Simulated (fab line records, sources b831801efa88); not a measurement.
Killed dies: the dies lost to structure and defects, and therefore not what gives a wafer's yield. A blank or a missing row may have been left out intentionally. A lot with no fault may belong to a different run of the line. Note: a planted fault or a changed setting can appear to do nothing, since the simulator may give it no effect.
Split-lot study -- flow sky130 -- 23 wafers read across 5 lots, on a route 708 steps long

## THE SPLIT
At SKY_FIELD_ISO_OXIDATION_01 (stabilise 600 s, purge 300 s, target thk 12 nm), the setting ox-time-s was moved away from the recipe's 1843 s on 15 of the 23 wafers read, by +6.1% to +13.9%. This setting was run at the recipe's value on the other wafers.

The split's own step is where the reading is taken.

## THE READING
SiO2_of_FIELD_ISO_OXIDATION_01.thk-nm (the simulator's own value, which no gauge read), in nm, at SKY_FIELD_ISO_OXIDATION_01 (stabilise 600 s, purge 300 s, target thk 12 nm). The file gives no usual value for it. The 8 wafers here that ran the recipe average 11.66 nm, standard deviation 0.18 nm.

wafer,"tool, chamber at the split","ox-time-s as run, s",against the recipe,"SiO2_of_FIELD_ISO_OXIDATION_01.thk-nm, nm",against lot-mates on the recipe
L074.1,"-, -",2100,+13.9%,12.91,no lot-mate on the recipe
L074.2,"-, -",2100,+13.9%,12.96,no lot-mate on the recipe
L074.3,"-, -",2100,+13.9%,13.04,no lot-mate on the recipe
L074.6,"-, -",2100,+13.9%,13.04,no lot-mate on the recipe
L074.4,"-, -",2100,+13.9%,12.95,no lot-mate on the recipe
L076.2,"-, -",1843,recipe,11.9,-
L076.3,"-, -",1843,recipe,11.75,-
L076.4,"-, -",1843,recipe,11.84,-
L076.5,"-, -",1843,recipe,11.64,-
L076.6,"-, -",1843,recipe,11.77,-
L078.1,"-, -",1997,+8.4%,12.05,no lot-mate on the recipe
L078.2,"-, -",1997,+8.4%,12.32,no lot-mate on the recipe
L078.3,"-, -",1997,+8.4%,12.23,no lot-mate on the recipe
L078.4,"-, -",1997,+8.4%,12.31,no lot-mate on the recipe
L078.6,"-, -",1997,+8.4%,12.18,no lot-mate on the recipe
L080.2,"furnace-01, 0",1843,recipe,11.55,-
L080.4,"furnace-01, 0",1843,recipe,11.51,-
L080.6,"furnace-01, 0",1843,recipe,11.33,-
L084.1,"-, -",1956,+6.1%,11.99,no lot-mate on the recipe
L084.2,"-, -",1956,+6.1%,12.08,no lot-mate on the recipe
L084.3,"-, -",1956,+6.1%,11.95,no lot-mate on the recipe
L084.4,"-, -",1956,+6.1%,12.01,no lot-mate on the recipe
L084.6,"-, -",1956,+6.1%,11.79,no lot-mate on the recipe

FIT RESULTS
A straight line over all 23 wafers: SiO2_of_FIELD_ISO_OXIDATION_01.thk-nm changes by +0.0907 nm for each +1% of ox-time-s; r = +0.94; the points scatter about the line by 0.19 nm.
Too few moved wafers with a lot-mate on the recipe to fit a line net of each lot's own level.

## THE FILE'S OWN FIT
SiO2_of_FIELD_ISO_OXIDATION_01.thk-nm changes by +0.0908 nm for each +1% of ox-time-s, r = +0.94.
